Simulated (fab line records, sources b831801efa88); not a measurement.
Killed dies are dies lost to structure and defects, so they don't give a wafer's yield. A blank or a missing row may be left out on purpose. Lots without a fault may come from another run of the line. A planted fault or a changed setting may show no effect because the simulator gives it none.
One fault seen from 2 desks | flow sfq_line | each desk has only its own numbers; what lay behind them comes last

THE METROLOGY DESK
What the gauges read, lot by lot, whatever tool the lot ran on: means of the sampled wafers that have a number. A lot is out of limits, marked OUT, if its mean lies more than 4 standard deviations from the usual mean; the brackets give that distance.
Columns: A = M0_NB_RS at SFQ_M0_RS_MEAS_904, usual 0.887 ohm/sq
lot  | first seen here | A
L961 | day 5 05:40     | 0.881
L962 | day 5 10:26     | 0.892
L963 | day 5 13:02     | 0.893
L964 | day 5 20:17     | 0.878
L966 | day 6 14:50     | 0.882
L969 | day 7 05:15     | 0.905
L970 | day 7 12:27     | 0.897
L973 | day 8 02:47     | 1.613 (+66) OUT
L974 | day 8 08:47     | 1.612 (+66) OUT
L979 | day 9 20:25     | 0.889
L980 | day 10 00:13    | 0.898
L981 | day 10 07:14    | 0.872
L982 | day 10 14:25    | 0.884
L984 | day 11 01:27    | 0.894
This desk's finding: out of limits on L973, L974; first on L973, day 8 02:47 (M0_NB_RS at SFQ_M0_RS_MEAS_904). In limits: L961, L962, L963, L964, L966, L969, L970, L979, L980, L981, L982, L984.

THE TOOL OWNER'S DESK: pvd_sputter-05
The tool's own readings at SFQ_TRILAYER_M0_DEP_SPUTTER_019 (material Nb, target thk 200 nm, time 133.3 s): means of the sampled wafers that have a number, for each lot that ran on this tool. A lot is out of limits, marked OUT, if its mean lies more than 4 standard deviations from the usual mean; the brackets give that distance.
Columns: A = chamber_pressure_pa at SFQ_TRILAYER_M0_DEP_SPUTTER_019, usual 0.13336 Pa; B = throttle_valve_pct at SFQ_TRILAYER_M0_DEP_SPUTTER_019, usual 30.8 %
lot  | first seen here | A       | B
L962 | day 5 10:21     | 0.13348 | 31.4
L966 | day 6 14:42     | 0.13317 | 31.0
L969 | day 7 05:07     | 0.13333 | 30.5
L970 | day 7 12:18     | 0.13332 | 30.6
L973 | day 8 02:42     | 0.13326 | 31.2
L974 | day 8 08:42     | 0.13330 | 30.5
This desk's finding: nothing out of limits on any of the 6 lots.

PUT TOGETHER
The metrology desk could have raised an alarm at day 8 02:47, on L973, L974.
The tool owner's desk saw nothing out of limits.
The tool owner's desk has L973, L974 on record, within its limits.
Of the lots named, all ran SFQ_TRILAYER_M0_DEP_SPUTTER_019 on pvd_sputter-05.

WHAT THE SIMULATOR HAD PUT IN
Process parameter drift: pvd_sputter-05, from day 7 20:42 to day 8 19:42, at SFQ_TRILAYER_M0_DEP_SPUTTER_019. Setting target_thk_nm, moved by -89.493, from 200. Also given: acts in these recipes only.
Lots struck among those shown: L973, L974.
Hours from the fault's start to each desk's first reading out of limits: the metrology desk, 6.
